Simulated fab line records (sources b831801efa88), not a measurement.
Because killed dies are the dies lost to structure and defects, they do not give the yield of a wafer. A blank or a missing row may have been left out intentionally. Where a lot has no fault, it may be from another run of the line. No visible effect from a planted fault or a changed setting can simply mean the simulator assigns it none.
What tool caused it? | flow sky130 | Sampling: 12 lots, 36 wafers, 5 of 708 route steps

== WHAT THE GAUGES SHOWED, per wafer ==
SKY_VT_ADJUST_PCH_TW_MEAS_10. Usual: VT_ADJUST_PCH_TW gives 142.9 (standard deviation 1.6).
lot  | measured     | on            | VT_ADJUST_PCH_TW  | flag
L249 | day 10 05:30 | film-metro-01 | 144.8 144.1 145.0 |
L250 | day 10 11:47 | film-metro-01 | 145.2 145.0 145.1 |
L251 | day 10 19:18 | film-metro-01 | 144.5 144.8 144.0 |
L252 | day 11 06:05 | film-metro-01 | 145.0 145.5 145.3 |
L254 | day 11 17:41 | film-metro-04 | 143.0 143.8 142.6 |
L260 | day 13 23:10 | film-metro-02 | 142.6 142.8 142.2 |
L263 | day 14 14:07 | film-metro-02 | 140.7 140.6 141.7 |
L268 | day 16 16:04 | film-metro-04 | 142.7 143.2 143.1 |
L269 | day 16 18:17 | film-metro-02 | 140.9 140.0 141.9 |
L270 | day 16 21:15 | film-metro-01 | 144.7 143.4 143.9 |
L271 | day 17 05:42 | film-metro-04 | 142.9 142.7 142.6 |
L272 | day 17 14:26 | film-metro-04 | 142.5 143.4 143.2 |

SKY_SONOS_ONO_CD_MEAS_13 targets a cd of 410 nm. Usual: cd-nm at 409.7 nm, with a standard deviation of 1.9.
lot  | measured     | on        | cd-nm (nm)        | flag
L249 | day 12 11:48 | cd-sem-02 | 406.2 406.0 408.3 |
L250 | day 12 18:07 | cd-sem-01 | 407.6 406.2 408.3 |
L251 | day 13 01:19 | cd-sem-02 | 409.6 410.0 410.5 |
L252 | day 13 10:43 | cd-sem-01 | 411.1 410.8 410.4 |
L254 | day 14 00:08 | cd-sem-01 | 411.7 412.3 410.7 |
L260 | day 16 09:05 | cd-sem-01 | 410.2 410.2 407.6 |
L263 | day 17 02:07 | cd-sem-01 | 411.4 411.5 411.1 |
L268 | day 19 08:35 | cd-sem-01 | 405.6 406.7 408.3 |
L269 | day 19 13:36 | cd-sem-02 | 410.5 409.9 411.0 |
L270 | day 19 17:59 | cd-sem-01 | 406.0 408.9 409.3 |
L271 | day 20 02:58 | cd-sem-02 | 411.4 408.7 408.8 |
L272 | day 20 07:24 | cd-sem-01 | 410.3 408.9 410.7 |

SKY_POLY_GATE_THK_MEAS_01. Usual: POLY_GATE_CVD_00_THK gives 181.0 nm (standard deviation 1.9).
lot  | measured     | on            | POLY_GATE_CVD_00_THK (nm)           | flag
L249 | day 13 18:03 | film-metro-04 | 181.2 182.9 181.2                   |
L250 | day 14 02:22 | film-metro-02 | 177.2 178.1 177.6                   |
L251 | day 14 09:23 | film-metro-02 | 177.8 180.2 179.3                   |
L252 | day 14 19:43 | film-metro-02 | 178.1 177.5 178.8                   |
L254 | day 15 09:36 | film-metro-01 | 180.0 179.8 180.2                   |
L260 | day 17 21:31 | film-metro-04 | 230.1 229.8 230.7 230.1 230.0 230.6 | OFF
L263 | day 18 12:46 | film-metro-01 | 181.8 182.3 183.7                   |
L268 | day 20 21:43 | film-metro-02 | 179.4 180.4 179.5                   |
L269 | day 21 01:35 | film-metro-04 | 183.0 183.8 182.7                   |
L270 | day 21 05:47 | film-metro-04 | 182.6 181.3 182.3                   |
L271 | day 21 15:46 | film-metro-04 | 180.5 181.0 180.0                   |
L272 | day 21 21:48 | film-metro-04 | 182.1 183.2 182.4                   |

== TOOL THAT RAN EACH LOT (tool first, then ch and the chambers of the sampled wafers, then the start) ==
lot  | SKY_DNWELL_STRIP_08                 | SKY_POLY_GATE_CVD_00
L249 | plasma-asher-04 ch 0,1, day 3 01:57 | lpcvd-01 ch 0, day 13 16:49
L250 | plasma-asher-04 ch 0,1, day 3 07:55 | lpcvd-01 ch 1, day 14 01:10
L251 | plasma-asher-04 ch 0,1, day 3 14:37 | lpcvd-01 ch 0, day 14 08:11
L252 | plasma-asher-03 ch 0,1, day 3 22:07 | lpcvd-01 ch 0, day 14 18:30
L254 | plasma-asher-01 ch 0,1, day 4 05:10 | lpcvd-01 ch 0, day 15 08:23
L260 | plasma-asher-04 ch 0,1, day 5 18:32 | lpcvd-01 ch 0, day 17 20:19
L263 | plasma-asher-04 ch 0,1, day 6 06:46 | lpcvd-01 ch 1, day 18 11:34
L268 | plasma-asher-04 ch 0,1, day 7 16:13 | lpcvd-01 ch 0, day 20 20:31
L269 | plasma-asher-03 ch 0,1, day 7 17:45 | lpcvd-01 ch 1, day 21 00:22
L270 | plasma-asher-01 ch 0,1, day 7 21:37 | lpcvd-01 ch 0, day 21 04:35
L271 | plasma-asher-04 ch 0,1, day 8 02:24 | lpcvd-01 ch 1, day 21 13:02
L272 | plasma-asher-03 ch 0,1, day 8 08:37 | lpcvd-01 ch 0, day 21 19:05
- SKY_DNWELL_STRIP_08: strips in O2/N2.
- SKY_POLY_GATE_CVD_00: deposits poly-Si, target thk 180 nm, time 720 s.

== WHAT THE TOOLS THEMSELVES READ (means of the sampled wafers that have a number; where no wafer has one, the mark that the record gives instead) ==
SKY_DNWELL_STRIP_08. Usual: drypump-motor-current-A 5.9 A, standard deviation 0.41; oes-product-au 0.722 a.u., standard deviation 0.0048; strip-time-to-endpoint-s 36.91 s, standard deviation 0.09.
lot  | tool            | drypump-motor-current-A (A) | oes-product-au (a.u.) | strip-time-to-endpoint-s (s) | flag
L249 | plasma-asher-04 | 5.8                         | 0.725                 | 36.99                        |
L250 | plasma-asher-04 | 5.5                         | 0.725                 | 36.79                        |
L251 | plasma-asher-04 | 5.5                         | 0.722                 | 36.97                        |
L252 | plasma-asher-03 | 5.8                         | 0.723                 | 36.86                        |
L254 | plasma-asher-01 | 6.4                         | 0.723                 | 36.97                        |
L260 | plasma-asher-04 | 5.5                         | 0.722                 | 36.91                        |
L263 | plasma-asher-04 | 5.5                         | 0.721                 | 36.88                        |
L268 | plasma-asher-04 | 5.7                         | 0.719                 | 36.92                        |
L269 | plasma-asher-03 | 5.8                         | 0.719                 | 36.89                        |
L270 | plasma-asher-01 | 6.4                         | 0.717                 | 36.79                        |
L271 | plasma-asher-04 | 5.7                         | 0.729                 | 37.06                        |
L272 | plasma-asher-03 | 5.8                         | 0.719                 | 36.82                        |

SKY_POLY_GATE_CVD_00. Usual: spike-tc-bottom-C 644.1 C, standard deviation 1.1; spike-tc-centre-C 622.6 C, standard deviation 1.1; spike-tc-lower-C 620.4 C, standard deviation 1.4; spike-tc-top-C 640 C, standard deviation 3.2; spike-tc-upper-C 619.2 C, standard deviation 1.5; susceptor-temp-C 620.02 C, standard deviation 0.27.
lot  | tool     | spike-tc-bottom-C (C) | spike-tc-centre-C (C) | spike-tc-lower-C (C) | spike-tc-top-C (C) | spike-tc-upper-C (C) | susceptor-temp-C (C) | flag
L249 | lpcvd-01 | 644.4                 | 622.5                 | 619.2                | 642                | 620.0                | 619.82               |
L250 | lpcvd-01 | 642.3                 | 621.1                 | 621.3                | 637                | 617.6                | 620.26               |
L251 | lpcvd-01 | 644.0                 | 622.7                 | 620.2                | 642                | 621.3                | 620.34               |
L252 | lpcvd-01 | 645.5                 | 623.1                 | 619.8                | 642                | 619.6                | 619.83               |
L254 | lpcvd-01 | 645.2                 | 623.2                 | 620.2                | 642                | 621.1                | 620.10               |
L260 | lpcvd-01 | 654.8                 | 634.1                 | 630.3                | 654                | 630.2                | 631.23               | OFF
L263 | lpcvd-01 | 643.8                 | 621.1                 | 621.5                | 636                | 618.2                | 620.07               |
L268 | lpcvd-01 | 644.6                 | 623.5                 | 618.6                | 643                | 619.9                | 620.26               |
L269 | lpcvd-01 | 643.1                 | 622.0                 | 622.1                | 637                | 617.5                | 619.74               |
L270 | lpcvd-01 | 644.9                 | 622.9                 | 619.5                | 643                | 620.5                | 620.09               |
L271 | lpcvd-01 | 643.6                 | 622.3                 | 621.8                | 636                | 617.1                | 620.05               |
L272 | lpcvd-01 | 644.8                 | 622.3                 | 618.7                | 641                | 620.5                | 619.89               |

== THE ANSWER, worked out from the rows above alone ==
Rule: a lot is off if the mean of its wafers that have a number lies more than 3 standard deviations from the usual mean. Also off: a lot with no number at a reading for which 4 or more lots have one. The other lots that the step has rows for count as sound. The gauges are gone through in route order, then the tools' own readings, and for those a lot's mean is taken as printed above. At the first step where some lot is off, the reading lying furthest off is the one used; lots without a number count as furthest.
Off: at SKY_POLY_GATE_THK_MEAS_01 (POLY_GATE_CVD_00_THK), L260.
If a tool, at a process step before that reading, ran all the lots that are off and no sound lot after the first of them, it fits. The gauges at SKY_POLY_GATE_THK_MEAS_01 aren't tried: what is off there is off at SKY_POLY_GATE_CVD_00 too, on other tools, and a gauge's error can't cause that. None of those tried fits.

== WHAT HAD BEEN PUT IN BY THE SIMULATOR ==
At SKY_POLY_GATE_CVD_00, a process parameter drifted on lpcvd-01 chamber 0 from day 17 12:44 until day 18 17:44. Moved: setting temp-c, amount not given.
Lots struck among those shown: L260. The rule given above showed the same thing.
